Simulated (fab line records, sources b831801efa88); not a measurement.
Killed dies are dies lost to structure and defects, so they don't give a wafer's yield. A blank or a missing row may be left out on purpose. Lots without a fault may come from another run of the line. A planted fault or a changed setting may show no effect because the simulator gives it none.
fab line records | flow sky130 | part 2 of 2: steps 25 to 35 of 35
record lots=5 wafers=15 last_day=50
route steps=708 shown LI_CONTACT@385 LOCAL_INTERCONNECT@387 CONTACT@406
lots that met no fault: from a run of the same line without faults
start_h: hours from the record's first day to the start of the lot's first wafer shown | wait_h: hours since the lot's step before | " the same as in the row above | L1.1+2: a row that stands for several wafers | - no value, or no start given | * or withheld: withheld | < > ~ a bound
route shown NAME@n: a module of which the file shows steps, and the number in the route of the first | usual: mean/standard deviation of fault-free wafers | same: alike in all rows | chamber/n: place in a boat | sites: the reading at each site | _std_site: their standard deviation | _edge_site: outer sites' mean less inner sites' | radius_mm: how far each site lies from the wafer's centre | mask NAME#n: copy n | behind: the tool/chamber that last shaped the wafer | hold: why the lot was held/for how many hours/how that ended | device: the transistor (n, p or np) that didn't switch | end of line: the same wafers' tests at the end of the route | a step without rows: its recipe alone | killed: dies lost to structure and defects at the first sort, not the wafer's yield | map: a wafer's dies, x killed, . not, _ none there
set.NAME: the setting as run; set.NAME@STEP: as run at that earlier step | model.NAME: the simulator's own value behind a step, which no gauge read
lots at some steps of the route; a table a step, a row a wafer
services: from which hour (start_h, from the record's first day; less than 0 if before it) a tool's chamber was out of use, for how many hours, and why
## steps
# step SKY_CONTACT_THK_MEAS_03
# recipe reads=SiO2_of_CONTACT_HDPCVD_02
# usual CONTACT_HDPCVD_THK=565/5.7
# columns lot.wafer tool chamber start_h wait_h CONTACT_HDPCVD_THK[nm]
L084.2 film_metro-02 - 787.42 0.0 558
L084.5 " - " " 560
L084.6 " - " " 567
L090.1 film_metro-02 - 838.72 0.0 570
L090.3 " - " " 571
L090.5 " - " " 567
L088.1 film_metro-02 - 840.93 0.0 558
L088.3 " - " " 560
L088.4 " - " " 565
L089.2 film_metro-02 - 841.16 0.0 572
L089.3 " - " " 572
L089.5 " - " " 571
L091.2 film_metro-02 - 870.66 0.0 559
L091.3 " - " " 564
L091.4 " - " " 562
# step SKY_CONTACT_CMP_04
# recipe material=SiO2 down_force_psi=4 platen_rpm=60 pad_velocity_m_s=0.94248
# usual motor_current_A=11.5/0.94 time_to_endpoint_s=80/3.2
# columns lot.wafer tool chamber start_h wait_h motor_current_A time_to_endpoint_s
L084.2 cmp-02 2 787.47 0.0 13.1 75
L084.5 " 2 " " 13.3 78
L084.6 " 3 " " 10.6 75
L090.1 cmp-01 2 838.83 0.1 11.6 82
L090.3 " 3 " " 11.4 79
L090.5 " 2 " " 11.4 79
L088.4 cmp-02 2 840.99 0.0 13.4 78
L088.3 " 3 " " 10.8 77
L088.1 " 0 " " 11.1 75
L089.2 cmp-01 2 841.26 0.1 10.9 86
L089.3 " 0 " " 11.2 86
L089.5 " 2 " " 10.9 87
L091.4 cmp-01 2 870.76 0.1 10.7 84
L091.2 " 3 " " 11.6 80
L091.3 " 0 " " 12.2 84
# step SKY_CONTACT_BOW_MEAS_05
# recipe mode=bow
# usual CONTACT_BOW=81/7
# columns lot.wafer tool chamber start_h wait_h CONTACT_BOW[um]
L084.2 film_metro-04 - 787.79 0.3 76
L084.5 " - " " 81
L084.6 " - " " 85
L090.1 film_metro-01 - 839.08 0.2 82
L090.3 " - " " 86
L090.5 " - " " 65
L088.1 film_metro-01 - 841.29 0.1 80
L088.3 " - " " 84
L088.4 " - " " 85
L089.2 film_metro-04 - 841.53 0.2 74
L089.3 " - " " 79
L089.5 " - " " 73
L091.2 film_metro-02 - 871.03 0.2 87
L091.3 " - " " 71
L091.4 " - " " 85
# step SKY_CONTACT_DEHYDRATE_06
# recipe temp_c=201 time_s=60
# usual exhaust_pa=45.1/0.94 plate_temp_C=200.99/0.16
# columns lot.wafer tool chamber start_h wait_h exhaust_pa plate_temp_C
L084.2 litho_track-04 0 798.96 11.2 45.9 200.94
L084.5 " 0 " " 44.4 201.14
L084.6 " 0 " " 45.0 201.17
L090.1 litho_track-02 0 849.88 10.8 47.5 200.63
L090.3 " 0 " " 46.9 200.91
L090.5 " 0 " " 45.6 201.12
L088.1 litho_track-03 0 851.77 10.5 47.2 201.07
L088.3 " 0 " " 44.8 201.21
L088.4 " 0 " " 44.7 200.77
L089.2 litho_track-04 0 852.41 10.9 45.5 200.92
L089.3 " 0 " " 45.5 201.09
L089.5 " 0 " " 46.1 201.15
L091.2 litho_track-02 0 881.56 10.5 43.4 200.94
L091.3 " 0 " " 44.5 200.79
L091.4 " 0 " " 43.7 200.84
# step SKY_CONTACT_HMDS_07
# recipe prime_time_s=60 prime_temp_c=120
# usual exhaust_pa=45.0/0.9
# columns lot.wafer tool chamber start_h wait_h exhaust_pa
L084.2 litho_track-04 0 799.11 0.1 46.3
L084.5 " 0 " " 45.7
L084.6 " 0 " " 45.4
L090.1 litho_track-02 0 850.03 0.1 45.0
L090.3 " 0 " " 45.1
L090.5 " 0 " " 44.4
L088.1 litho_track-03 0 851.92 0.1 45.7
L088.3 " 0 " " 45.1
L088.4 " 0 " " 46.4
L089.2 litho_track-04 0 852.56 0.1 44.3
L089.3 " 0 " " 44.5
L089.5 " 0 " " 44.4
L091.2 litho_track-02 0 881.71 0.1 44.8
L091.3 " 0 " " 44.7
L091.4 " 0 " " 43.8
# step SKY_CONTACT_COAT_08
# recipe resist=BARC temp_c=withheld time_s=withheld spin_rpm=3000 resist_thk_nm=60
# usual exhaust_pa=45.0/0.92
# columns lot.wafer tool chamber start_h wait_h exhaust_pa
L084.2 litho_track-04 0 799.26 0.1 46.4
L084.5 " 0 " " 45.7
L084.6 " 0 " " 45.4
L090.1 litho_track-02 0 850.18 0.1 45.5
L090.3 " 0 " " 45.2
L090.5 " 0 " " 44.9
L088.1 litho_track-03 0 852.07 0.1 45.0
L088.3 " 0 " " 44.4
L088.4 " 0 " " 45.2
L089.2 litho_track-04 0 852.71 0.1 44.9
L089.3 " 0 " " 45.2
L089.5 " 0 " " 45.3
L091.2 litho_track-02 0 881.86 0.1 44.6
L091.3 " 0 " " 46.3
L091.4 " 0 " " 46.5
# step SKY_CONTACT_COAT_09
# recipe resist=KrF-thick spin_rpm=3000 resist_thk_nm=450
# usual exhaust_pa=45.0/0.81
# columns lot.wafer tool chamber start_h wait_h exhaust_pa
L084.2 litho_track-04 0 - - 45.2
L084.5 " 0 " " 45.1
L084.6 " 0 " " 45.1
L090.1 litho_track-02 0 - - 44.9
L090.3 " 0 " " 44.1
L090.5 " 0 " " 45.2
L088.1 litho_track-03 0 - - 45.8
L088.3 " 0 " " 43.5
L088.4 " 0 " " 43.9
L089.2 litho_track-04 0 - - 44.7
L089.3 " 0 " " 44.1
L089.5 " 0 " " 45.1
L091.2 litho_track-02 0 - - 44.7
L091.3 " 0 " " 45.2
L091.4 " 0 " " 45.5
# step SKY_CONTACT_SOFTBAKE_10
# recipe temp_c=100 time_s=90 resist=KrF-thick
# usual exhaust_pa=45.1/1 plate_temp_C=100.02/0.14
# columns lot.wafer tool chamber start_h wait_h exhaust_pa plate_temp_C
L084.2 litho_track-04 0 - - 44.7 99.89
L084.5 " 0 " " 44.5 99.89
L084.6 " 0 " " 45.4 99.99
L090.1 litho_track-02 0 - - 42.8 100.08
L090.3 " 0 " " 43.1 100.18
L090.5 " 0 " " 44.7 100.15
L088.1 litho_track-03 0 - - 45.2 100.00
L088.3 " 0 " " 46.6 100.20
L088.4 " 0 " " 45.6 100.11
L089.2 litho_track-04 0 - - 44.9 100.16
L089.3 " 0 " " 45.4 100.21
L089.5 " 0 " " 44.2 100.03
L091.2 litho_track-02 0 - - 41.9 100.15
L091.3 " 0 " " 43.8 100.24
L091.4 " 0 " " 43.6 100.03
# step SKY_CONTACT_EXPOSE_11
# recipe mask_id=CTM1 na=0.8 source_shape=annular sigma_inner=0.55 sigma_outer=0.85 target_cd_nm=170 dose_mj=38
# same na=0.8
# columns lot.wafer tool chamber start_h wait_h mask
L084.2+5+6 krf_scanner-01 0 - - CTM1#0
L090.1+3+5 krf_scanner-02 0 - - CTM1#0
L088.1+3+4 krf_scanner-02 0 - - CTM1#0
L089.2+3+5 krf_scanner-02 0 - - CTM1#0
L091.2+3+4 krf_scanner-01 0 - - CTM1#0
# step SKY_CONTACT_PEB_12
# recipe peb_temp_c=withheld peb_time_s=withheld resist=KrF-thick
# usual exhaust_pa=44.8/0.91
# columns lot.wafer tool chamber start_h wait_h exhaust_pa
L084.2 litho_track-02 0 - - 44.3
L084.5 " 0 " " 45.3
L084.6 " 0 " " 45.4
L090.1 litho_track-03 0 - - 43.9
L090.3 " 0 " " 42.8
L090.5 " 0 " " 44.7
L088.1 litho_track-02 0 - - 44.9
L088.3 " 0 " " 44.2
L088.4 " 0 " " 44.7
L089.2 litho_track-03 0 - - 45.1
L089.3 " 0 " " 46.0
L089.5 " 0 " " 44.4
L091.2 litho_track-04 0 - - 44.8
L091.3 " 0 " " 43.6
L091.4 " 0 " " 43.8
# step SKY_CONTACT_DEVELOP_13
# recipe develop_time_s=60 resist=KrF-thick dev_temp_c=21
# usual exhaust_pa=45.1/0.79
# columns lot.wafer tool chamber start_h wait_h exhaust_pa
L084.2 litho_track-02 0 - - 45.4
L084.5 " 0 " " 45.6
L084.6 " 0 " " 46.1
L090.1 litho_track-03 0 - - 45.2
L090.3 " 0 " " 45.6
L090.5 " 0 " " 45.5
L088.1 litho_track-02 0 - - 45.9
L088.3 " 0 " " 45.2
L088.4 " 0 " " 44.9
L089.2 litho_track-03 0 - - 44.1
L089.3 " 0 " " 44.4
L089.5 " 0 " " 44.5
L091.2 litho_track-04 0 - - 44.8
L091.3 " 0 " " 44.1
L091.4 " 0 " " 44.1
## services
# columns tool chamber start_h hours kind
krf_scanner-02 - 736.15 0.8 pm
cmp-02 - 744.00 4.0 pm
cmp-02 - 746.97 0.7 repair
krf_scanner-01 - 749.92 0.8 pm
krf_scanner-01 - 756.42 8.6 repair
krf_scanner-02 - 774.26 4.0 pm
rie_metal-04 0 782.60 16.1 repair
plasma_asher-03 - 801.79 5.6 repair
cmp-01 - 804.41 1.6 repair
rie_metal-02 - 805.05 1.4 pm
cmp-02 - 820.18 0.4 repair
rie_metal-04 - 821.47 4.0 pm
krf_scanner-01 - 822.98 1.0 pm
krf_scanner-02 - 825.20 3.6 pm
krf_scanner-02 - 842.87 1.3 pm
rie_metal-03 - 843.08 1.7 repair
hdpcvd-02 2 849.42 14.9 repair
pvd_sputter-02 - 850.71 7.7 repair
hdpcvd-02 1 851.82 8.4 repair
plasma_asher-03 - 854.29 2.8 pm
plasma_asher-02 - 870.63 9.2 repair
krf_scanner-02 - 871.83 33.3 repair
cmp-01 - 887.65 1.0 repair
cmp-02 - 893.31 0.8 repair
